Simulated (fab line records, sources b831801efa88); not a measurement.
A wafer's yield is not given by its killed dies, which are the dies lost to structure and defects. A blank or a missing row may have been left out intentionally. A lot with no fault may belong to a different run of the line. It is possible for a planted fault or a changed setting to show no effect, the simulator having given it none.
fab line records	flow sky130
[record] lots = 7	wafers = 21	lastDay = 46
route steps=708 shown VT_ADJUST_HVTP@93 VT_ADJUST_LVTN@97
lots with no fault: from the same line, run without faults
startH: the number of hours between the record's first day and the start of the first shown wafer of the lot	waitH: how many hours have passed since the lot's step before this one	" as in the row above	L1.1+2: a row that stands for several wafers	- no value, or no start given	* or withheld: withheld	< > ~ a bound
route shown NAME@n: names a module that has steps shown in the file, with the first one's number in the route	usual: mean/standard deviation of fault-free wafers	same: alike in all rows	chamber/n: place in a boat	sites: the reading at each site	_std_site: standard deviation of those values	_edge_site: outer sites' mean less inner sites'	radiusMm: for every site, how far away it sits from the centre of the wafer	mask NAME#n: copy n	behind: the tool/chamber that last shaped the wafer	hold: what put the lot on hold/how long, in hours/how the hold closed	device: whichever transistor did not switch (one of n, p or np)	end of line: the same wafers' tests at the end of the route	a step without rows: its recipe alone	killed: at the first sort, the dies lost to defects and structure; wafer yield is something else	map: a wafer's dies, x killed, . not, _ none there
set.NAME: the setting as run; set.NAME@STEP: as run at that earlier step	model.NAME: the simulator's own value behind a step, which no gauge read
a table for each step, a row for each wafer; lots at some steps of the route
services: when a tool's chamber went out of use (startH, in hours from the record's first day, below 0 if earlier), for how many hours, and the reason
[[steps]]
[step SKY_VT_ADJUST_HVTP_OVL_MEAS_08]
[usual] VT_ADJUST_HVTP_OVL = -0.1/1.3
lot.wafer	tool	chamber	startH	waitH	VT_ADJUST_HVTP_OVL[nm]
L260.2	overlay-01	-	118.46	0.1	-0.4
L260.3	"	-	"	"	-0.6
L260.5	"	-	"	"	-1.6
L261.3	overlay-01	-	125.01	0.1	1.5
L261.4	"	-	"	"	-1.6
L261.6	"	-	"	"	-0.8
L262.1	overlay-01	-	135.06	0.1	0.5
L262.3	"	-	"	"	1.5
L262.6	"	-	"	"	0.9
L263.2	overlay-01	-	139.11	0.1	-1.7
L263.3	"	-	"	"	-0.9
L263.4	"	-	"	"	-1.4
L264.2	overlay-02	-	145.06	0.1	0.0
L264.4	"	-	"	"	1.5
L264.6	"	-	"	"	-0.5
L265.2	overlay-01	-	153.75	0.1	0.0
L265.3	"	-	"	"	-1.5
L265.4	"	-	"	"	-0.2
L266.3	overlay-02	-	156.91	0.1	0.5
L266.5	"	-	"	"	-0.7
L266.6	"	-	"	"	-2.8
[step SKY_VT_ADJUST_HVTP_IMPLANT_09]
[recipe] species = As	energyKev = 150	doseCm2 = 4.3e+12	tiltDeg = withheld
[step SKY_VT_ADJUST_HVTP_STRIP_10]
[recipe] chemistry = O2/N2	powerW = 1400	pressureMtorr = 1500	platenTempC = withheld	o2FlowSccm = 3000	n2FlowSccm = 300	overashFraction = 0.5
[usual] chamberPressureMTorr = 1500.2/1.3	drypumpMotorCurrentA = 5.5/0.35	oesProductAu = 0.716/0.0045	stripTimeToEndpointS = 14.286/0.029
lot.wafer	tool	chamber	startH	waitH	chamberPressureMTorr	drypumpMotorCurrentA	oesProductAu	rfHoursCounterH	stripTimeToEndpointS
L260.2	plasmaAsher-03	1	118.64	0.1	1501.7	5.8	0.713	30	14.294
L260.3	"	1	"	"	1501.4	5.8	0.717	-	14.275
L260.5	"	1	"	"	1500.3	5.7	0.717	-	14.313
L261.3	plasmaAsher-04	0	125.21	0.1	1502.0	5.5	0.714	-	14.326
L261.4	"	1	"	"	1499.5	5.3	0.710	-	14.301
L261.6	"	0	"	"	1499.1	5.5	0.717	-	14.312
L262.1	plasmaAsher-04	0	135.24	0.1	1500.5	5.5	0.718	46	14.295
L262.3	"	0	"	"	1500.0	5.6	0.707	-	14.269
L262.6	"	1	"	"	1501.4	5.3	0.721	-	14.267
L263.2	plasmaAsher-03	0	139.29	0.1	1501.2	5.9	0.716	32	14.262
L263.3	"	0	"	"	1502.3	5.8	0.716	-	14.283
L263.4	"	1	"	"	1498.7	5.7	0.716	-	14.272
L264.2	plasmaAsher-03	0	145.24	0.1	1501.1	5.9	0.717	33	14.329
L264.4	"	1	"	"	1501.2	5.7	0.724	-	14.336
L264.6	"	1	"	"	1498.6	5.7	0.706	-	14.319
L265.2	plasmaAsher-01	1	153.93	0.1	1501.4	4.9	0.726	46	14.262
L265.3	"	0	"	"	1501.6	5.6	0.720	-	14.277
L265.4	"	1	"	"	1501.0	4.9	0.719	-	14.298
L266.3	plasmaAsher-04	1	157.11	0.1	1499.5	5.3	0.709	-	14.299
L266.5	"	0	"	"	1499.2	5.5	0.714	-	14.310
L266.6	"	1	"	"	1500.9	5.2	0.717	-	14.337
[step SKY_VT_ADJUST_HVTP_TW_MEAS_11]
[usual] VT_ADJUST_HVTP_TW = 1349/19
lot.wafer	tool	chamber	startH	waitH	VT_ADJUST_HVTP_TW
L260.2	filmMetro-03	-	118.75	0.1	1346
L260.3	"	-	"	"	1334
L260.5	"	-	"	"	1348
L261.3	filmMetro-03	-	125.30	0.1	1328
L261.4	"	-	"	"	1331
L261.6	"	-	"	"	1325
L262.1	filmMetro-03	-	135.34	0.1	1341
L262.3	"	-	"	"	1339
L262.6	"	-	"	"	1335
L263.2	filmMetro-02	-	139.43	0.1	1381
L263.3	"	-	"	"	1378
L263.4	"	-	"	"	1387
L264.2	filmMetro-04	-	145.35	0.1	1338
L264.4	"	-	"	"	1342
L264.6	"	-	"	"	1343
L265.2	filmMetro-03	-	154.04	0.1	1353
L265.3	"	-	"	"	1342
L265.4	"	-	"	"	1337
L266.3	filmMetro-02	-	157.20	0.1	1382
L266.5	"	-	"	"	1381
L266.6	"	-	"	"	1391
[step SKY_VT_ADJUST_LVTN_DEHYDRATE_00]
[recipe] tempC = 200	timeS = 60
[step SKY_VT_ADJUST_LVTN_HMDS_01]
[recipe] primeTimeS = 60	primeTempC = 120
[step SKY_VT_ADJUST_LVTN_COAT_02]
[recipe] spinRpm = 2000	resistThkNm = 3000
[step SKY_VT_ADJUST_LVTN_SOFTBAKE_03]
[recipe] tempC = 110	timeS = withheld
[step SKY_VT_ADJUST_LVTN_EXPOSE_04]
[recipe] maskId = NWM_COMPLEMENT_LESS_NATIVE	na = 0.6	sourceShape = conventional	sigmaOuter = 0.6	polarization = unpolarized	targetCdNm = 840	doseMj = 194
[step SKY_VT_ADJUST_LVTN_PEB_05]
[recipe] tempC = 115	timeS = withheld
[step SKY_VT_ADJUST_LVTN_DEVELOP_06]
[recipe] wallAngleDeg = 90	developer = TMAH	developTimeS = 62.75	devTempC = 23
[step SKY_VT_ADJUST_LVTN_OVL_MEAS_07]
[usual] VT_ADJUST_LVTN_OVL = -0.1/1.2
lot.wafer	tool	chamber	startH	waitH	VT_ADJUST_LVTN_OVL[nm]
L260.2	overlay-01	-	135.83	-	-3.5
L260.3	"	-	"	"	-1.2
L260.5	"	-	"	"	-1.8
L261.3	overlay-01	-	142.70	-	2.1
L261.4	"	-	"	"	1.1
L261.6	"	-	"	"	-0.2
L262.1	overlay-01	-	153.32	-	1.9
L262.3	"	-	"	"	0.3
L262.6	"	-	"	"	-0.9
L263.2	overlay-02	-	158.28	-	-1.8
L263.3	"	-	"	"	-4.0
L263.4	"	-	"	"	-0.1
L264.2	overlay-02	-	164.32	-	-0.2
L264.4	"	-	"	"	-0.3
L264.6	"	-	"	"	-1.8
L265.2	overlay-01	-	174.58	-	0.6
L265.3	"	-	"	"	-0.8
L265.4	"	-	"	"	-0.2
L266.3	overlay-01	-	177.68	-	-0.4
L266.5	"	-	"	"	-0.3
L266.6	"	-	"	"	-0.1
[step SKY_VT_ADJUST_LVTN_IMPLANT_08]
[recipe] species = B	energyKev = 30	doseCm2 = 1.57e+12	tiltDeg = withheld
[usual] doseIonsCm2 = 1.57e+12/1.6e+09	implantIonAmu = 11/0
lot.wafer	tool	chamber	startH	waitH	doseIonsCm2	implantIonAmu	model.implant.rpNm	model.implant.drpNm
L260.2	implanter-02	0	135.89	0.0	1.5703e+12	11	98.6	42.97
L260.3	"	0	"	"	1.5727e+12	11	98.6	42.97
L260.5	"	0	"	"	1.5709e+12	11	98.6	42.97
L261.3	implanter-04	0	142.77	0.1	1.5709e+12	11	96.78	42.97
L261.4	"	0	"	"	1.5688e+12	11	96.78	42.97
L261.6	"	0	"	"	1.5709e+12	11	96.78	42.97
L262.1	implanter-04	0	153.36	0.0	1.5688e+12	11	96.43	42.97
L262.3	"	0	"	"	1.5727e+12	11	96.43	42.97
L262.6	"	0	"	"	1.5698e+12	11	96.43	42.97
L263.2	implanter-04	0	158.34	0.0	1.5702e+12	11	101.3	42.97
L263.3	"	0	"	"	1.5702e+12	11	101.3	42.97
L263.4	"	0	"	"	1.5683e+12	11	101.3	42.97
L264.2	implanter-03	0	164.38	0.0	1.5696e+12	31	37.35	16.56
L264.4	"	0	"	"	1.5693e+12	31	37.35	16.56
L264.6	"	0	"	"	1.5705e+12	31	37.35	16.56
L265.2	implanter-04	0	174.64	0.0	1.5713e+12	31	36.33	16.56
L265.3	"	0	"	"	1.5709e+12	31	36.33	16.56
L265.4	"	0	"	"	1.5682e+12	31	36.33	16.56
L266.3	implanter-03	0	177.75	0.1	1.569e+12	31	36.24	16.56
L266.5	"	0	"	"	1.5675e+12	31	36.24	16.56
L266.6	"	0	"	"	1.5703e+12	31	36.24	16.56
[step SKY_VT_ADJUST_LVTN_STRIP_09]
[recipe] chemistry = O2/N2	powerW = 1400	pressureMtorr = 1500	platenTempC = withheld	o2FlowSccm = 3000	n2FlowSccm = 300	overashFraction = 0.5
[usual] chamberPressureMTorr = 1499.9/1.4	drypumpMotorCurrentA = 5.6/0.38	oesProductAu = 0.723/0.0044	stripTimeToEndpointS = 36.97/0.12
lot.wafer	tool	chamber	startH	waitH	chamberPressureMTorr	drypumpMotorCurrentA	oesProductAu	rfHoursCounterH	stripTimeToEndpointS
L260.2	plasmaAsher-02	1	136.01	0.1	1501.6	6.0	0.728	2	36.96
L260.3	"	1	"	"	1502.3	6.0	0.728	-	36.99
L260.5	"	0	"	"	1499.7	6.0	0.715	-	36.94
L261.3	plasmaAsher-02	1	142.90	0.1	1503.0	6.0	0.731	-	36.84
L261.4	"	0	"	"	1500.2	6.0	0.719	-	36.90
L261.6	"	1	"	"	1498.7	6.0	0.720	-	36.93
L262.1	plasmaAsher-01	1	153.51	0.1	1499.4	4.9	0.734	46	36.79
L262.3	"	1	"	"	1499.4	4.9	0.724	-	36.87
L262.6	"	1	"	"	1500.8	4.9	0.716	-	36.66
L263.2	plasmaAsher-04	0	158.46	0.1	1499.5	5.5	0.721	48	36.79
L263.3	"	0	"	"	1500.9	5.5	0.722	-	36.85
L263.4	"	1	"	"	1499.1	5.3	0.721	-	36.91
L264.2	plasmaAsher-02	0	164.50	0.1	1499.3	6.0	0.722	4	36.81
L264.4	"	1	"	"	1502.2	6.0	0.722	-	36.83
L264.6	"	0	"	"	1501.0	6.0	0.720	-	36.81
L265.2	plasmaAsher-01	1	174.76	0.1	1500.8	4.9	0.728	48	36.95
L265.3	"	0	"	"	1498.7	5.6	0.714	-	36.97
L265.4	"	1	"	"	1502.0	4.9	0.722	-	36.98
L266.3	plasmaAsher-02	1	177.89	0.1	1501.2	6.0	0.732	-	36.93
L266.5	"	0	"	"	1501.5	6.0	0.723	-	36.79
L266.6	"	1	"	"	1500.3	6.0	0.721	-	36.90
[step SKY_VT_ADJUST_LVTN_TW_MEAS_10]
[usual] VT_ADJUST_LVTN_TW = 243.1/3
lot.wafer	tool	chamber	startH	waitH	VT_ADJUST_LVTN_TW
L260.2	filmMetro-02	-	136.12	0.1	246.7
L260.3	"	-	"	"	246.4
L260.5	"	-	"	"	247.1
L261.3	filmMetro-01	-	142.99	0.1	242.6
L261.4	"	-	"	"	242.8
L261.6	"	-	"	"	242.0
L262.1	filmMetro-04	-	153.61	0.1	238.5
L262.3	"	-	"	"	238.7
L262.6	"	-	"	"	237.4
L263.2	filmMetro-02	-	158.57	0.1	245.6
L263.3	"	-	"	"	246.2
L263.4	"	-	"	"	246.0
L264.2	filmMetro-02	-	164.61	0.1	480.2
L264.4	"	-	"	"	481.3
L264.6	"	-	"	"	479.1
L265.2	filmMetro-02	-	174.87	0.1	476.6
L265.3	"	-	"	"	477.5
L265.4	"	-	"	"	477.6
L266.3	filmMetro-02	-	177.97	0.1	478.5
L266.5	"	-	"	"	477.6
L266.6	"	-	"	"	478.3
[step SKY_VT_ADJUST_LVTN_DEHYDRATE_11]
[recipe] tempC = 200	timeS = 60
[[services]]
tool	chamber	startH	hours	kind
implanter-04	-	106.29	2.4	pm
plasmaAsher-02	-	108.82	9.0	pm
plasmaAsher-02	0	108.82	9.0	ventCycle
plasmaAsher-02	1	108.82	9.0	ventCycle
plasmaAsher-02	0	117.82	-	clean
plasmaAsher-02	1	117.82	-	clean
implanter-04	-	125.04	12.6	pm
[[key]]
[firstSign] step = SKY_VT_ADJUST_LVTN_IMPLANT_08	reading = implantIonAmu	direction = up	sigmas = 99+	usual = 11	struck = 31
[effect] step = SKY_VT_ADJUST_LVTN_TW_MEAS_10	reading = VT_ADJUST_LVTN_TW	direction = up	sigmas = 79	usual = 243.1	struck = 478.5
[modelEffect] step = SKY_VT_ADJUST_LVTN_IMPLANT_08	value = implant.rpNm	without = 98.27	struck = 36.64
metAt SKY_VT_ADJUST_LVTN_IMPLANT_08
struckWafers L264.2,L264.4,L264.6,L265.2,L265.3,L265.4,L266.3,L266.5,L266.6
sortLeftOut L264.2,L264.4,L264.6,L265.2,L265.3,L265.4,L266.3,L266.5,L266.6
testerLeftOut L264,L265,L266
onsetBetween 158.34 164.38
[fault] kind = wrongRecipeDownload	tool = implanter-02,implanter-03,implanter-04	chamber = -	onsetH = 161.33	steps = SKY_VT_ADJUST_LVTN_IMPLANT_08	wrongRecipe.notListed = 1
// testerLeftOut: of these lots the tester's yield and bins aren't shown, on N5 and GAA mostly nor the transistor test; their killed dies are dies lost to structure and defects alone, not to doping, threshold or leakage, so they don't give the yield
// sortLeftOut: the simulated sort isn't trusted on such a fault, so these wafers' sort isn't shown, and their yield isn't known
